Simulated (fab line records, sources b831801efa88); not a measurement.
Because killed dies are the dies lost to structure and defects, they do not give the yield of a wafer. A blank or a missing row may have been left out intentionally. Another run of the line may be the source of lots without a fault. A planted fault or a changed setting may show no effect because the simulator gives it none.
What tool caused it? :: flow sfq-line :: Sampling: 14 lots, 42 wafers, 3 of 325 route steps

WHAT THE GAUGES READ, wafer by wafer
SFQ_R5_RS_MEAS_933: the measuring method here is four-point-probe.
lot: L248
measured: day 56 08:10
on: film-metro-04
R5_MONX_RS (ohm/sq): 7.09 7.06 7.14

lot: L250
measured: day 57 21:26
on: film-metro-01
R5_MONX_RS (ohm/sq): 6.98 7.03 6.98

lot: L251
measured: day 58 01:02
on: film-metro-01
R5_MONX_RS (ohm/sq): 7.01 6.94 6.96

lot: L252
measured: day 58 17:51
on: film-metro-01
R5_MONX_RS (ohm/sq): 6.92 6.83 6.81

lot: L253
measured: day 59 03:41
on: film-metro-04
R5_MONX_RS (ohm/sq): 6.99 6.99 7.03

lot: L258
measured: day 60 16:50
on: film-metro-03
R5_MONX_RS (ohm/sq): 7.03 7.04 7.05

lot: L259
measured: day 61 01:38
on: film-metro-01
R5_MONX_RS (ohm/sq): 6.99 7.01 7.01

lot: L260
measured: day 61 03:33
on: film-metro-03
R5_MONX_RS (ohm/sq): 15.26 7.07 15.64

lot: L261
measured: day 61 21:07
on: film-metro-04
R5_MONX_RS (ohm/sq): 15.55 7.14 15.71

lot: L265
measured: day 63 00:21
on: film-metro-01
R5_MONX_RS (ohm/sq): 7.03 7.07 7.05

lot: L266
measured: day 69 06:14
on: film-metro-03
R5_MONX_RS (ohm/sq): 7.13 7.23 7.18

lot: L267
measured: day 69 13:53
on: film-metro-04
R5_MONX_RS (ohm/sq): 7.00 7.00 7.00

lot: L268
measured: day 70 00:14
on: film-metro-04
R5_MONX_RS (ohm/sq): 7.02 6.93 6.93

lot: L269
measured: day 70 17:18
on: film-metro-03
R5_MONX_RS (ohm/sq): 7.00 7.01 7.02

SFQ_R5_THK_MEAS_934: measures by xrf.
lot: L248
measured: day 56 08:16
on: film-metro-04
R5_MONX_THK (nm): 39.6 39.7 39.4

lot: L250
measured: day 57 21:33
on: film-metro-01
R5_MONX_THK (nm): 39.8 39.7 40.1

lot: L251
measured: day 58 01:09
on: film-metro-01
R5_MONX_THK (nm): 40.0 40.2 40.3

lot: L252
measured: day 58 17:58
on: film-metro-01
R5_MONX_THK (nm): 40.7 41.1 41.2

lot: L253
measured: day 59 03:47
on: film-metro-04
R5_MONX_THK (nm): 39.8 40.1 39.5

lot: L258
measured: day 60 16:57
on: film-metro-03
R5_MONX_THK (nm): 39.6 39.5 39.7

lot: L259
measured: day 61 01:44
on: film-metro-01
R5_MONX_THK (nm): 40.0 39.8 39.7

lot: L260
measured: day 61 03:40
on: film-metro-03
R5_MONX_THK (nm): 17.0 39.4 16.7

lot: L261
measured: day 61 21:14
on: film-metro-04
R5_MONX_THK (nm): 16.5 38.9 16.3

lot: L265
measured: day 63 00:28
on: film-metro-01
R5_MONX_THK (nm): 40.0 39.8 39.9

lot: L266
measured: day 69 06:21
on: film-metro-03
R5_MONX_THK (nm): 38.9 38.5 38.7

lot: L267
measured: day 69 14:00
on: film-metro-04
R5_MONX_THK (nm): 40.0 40.0 40.4

lot: L268
measured: day 70 00:22
on: film-metro-04
R5_MONX_THK (nm): 39.9 40.6 40.1

lot: L269
measured: day 70 17:25
on: film-metro-03
R5_MONX_THK (nm): 40.1 39.9 40.0

EACH LOT AND THE TOOL THAT RAN IT (in order: tool; ch and the chambers of the sampled wafers; start)
lot: L248
SFQ_TRILAYER_R5_DEP_SPUTTER_133: pvd-sputter-03, day 56 08:03

lot: L250
SFQ_TRILAYER_R5_DEP_SPUTTER_133: pvd-sputter-05, day 57 21:22

lot: L251
SFQ_TRILAYER_R5_DEP_SPUTTER_133: pvd-sputter-03, day 58 00:58

lot: L252
SFQ_TRILAYER_R5_DEP_SPUTTER_133: pvd-sputter-05, day 58 17:46

lot: L253
SFQ_TRILAYER_R5_DEP_SPUTTER_133: pvd-sputter-05, day 59 03:35

lot: L258
SFQ_TRILAYER_R5_DEP_SPUTTER_133: pvd-sputter-03, day 60 16:46

lot: L259
SFQ_TRILAYER_R5_DEP_SPUTTER_133: pvd-sputter-04, day 61 01:31

lot: L260
SFQ_TRILAYER_R5_DEP_SPUTTER_133: pvd-sputter-03, day 61 03:29

lot: L261
SFQ_TRILAYER_R5_DEP_SPUTTER_133: pvd-sputter-03, day 61 21:03

lot: L265
SFQ_TRILAYER_R5_DEP_SPUTTER_133: pvd-sputter-04, day 63 00:16

lot: L266
SFQ_TRILAYER_R5_DEP_SPUTTER_133: pvd-sputter-04, day 69 06:09

lot: L267
SFQ_TRILAYER_R5_DEP_SPUTTER_133: pvd-sputter-03, day 69 13:48

lot: L268
SFQ_TRILAYER_R5_DEP_SPUTTER_133: pvd-sputter-05, day 70 00:10

lot: L269
SFQ_TRILAYER_R5_DEP_SPUTTER_133: pvd-sputter-03, day 70 17:14
- SFQ_TRILAYER_R5_DEP_SPUTTER_133: material MoNx, target thk 40 nm, time 66.7 s.

WHAT THE TOOLS THEMSELVES READ (means of the sampled wafers that have a number; where no wafer has one, the mark that the record gives instead)
SFQ_TRILAYER_R5_DEP_SPUTTER_133.
lot: L248
tool: pvd-sputter-03
throttle-valve-pct (%): 29.2

lot: L250
tool: pvd-sputter-05
throttle-valve-pct (%): 31.2

lot: L251
tool: pvd-sputter-03
throttle-valve-pct (%): 29.7

lot: L252
tool: pvd-sputter-05
throttle-valve-pct (%): 29.8

lot: L253
tool: pvd-sputter-05
throttle-valve-pct (%): 29.0

lot: L258
tool: pvd-sputter-03
throttle-valve-pct (%): 29.3

lot: L259
tool: pvd-sputter-04
throttle-valve-pct (%): 29.6

lot: L260
tool: pvd-sputter-03
throttle-valve-pct (%): 29.2

lot: L261
tool: pvd-sputter-03
throttle-valve-pct (%): 29.4

lot: L265
tool: pvd-sputter-04
throttle-valve-pct (%): 29.1

lot: L266
tool: pvd-sputter-04
throttle-valve-pct (%): 29.0

lot: L267
tool: pvd-sputter-03
throttle-valve-pct (%): 29.0

lot: L268
tool: pvd-sputter-05
throttle-valve-pct (%): 28.8

lot: L269
tool: pvd-sputter-03
throttle-valve-pct (%): 29.4

THE ANSWER, worked out from the rows above alone
Rule: the usual values come from the lots themselves. Put in order of their means at a reading, lots are off if they are a third of the lots or fewer, leave a main group of 4 or more, and stand apart from it by a gap of 3 or more times the standard deviation of the main group's means; of several such gaps the widest counts. The tables above print the reading to a certain number of digits; a main group whose means all agree to those digits is not used. A lot without any number at a reading at which 4 lots or more have one is off too. The other lots that the step has rows for count as sound. Order of review: gauges by route order, followed by the tools' own readings, for which a lot's mean as printed above is used. The first step at which some lot is off is used, and at that step the reading that is off furthest; a lot without a number counts as furthest.
Off: at SFQ_R5_RS_MEAS_933 (R5_MONX_RS), L260, L261. The main group: mean 7.01 ohm/sq, standard deviation 0.075.
If a tool, at a process step before that reading, ran all the lots that are off and no sound lot after the first of them, it fits. The gauges at SFQ_R5_RS_MEAS_933 are tried like those tools. Of those tried, none fits.

WHAT WAS PUT IN BY THE SIMULATOR
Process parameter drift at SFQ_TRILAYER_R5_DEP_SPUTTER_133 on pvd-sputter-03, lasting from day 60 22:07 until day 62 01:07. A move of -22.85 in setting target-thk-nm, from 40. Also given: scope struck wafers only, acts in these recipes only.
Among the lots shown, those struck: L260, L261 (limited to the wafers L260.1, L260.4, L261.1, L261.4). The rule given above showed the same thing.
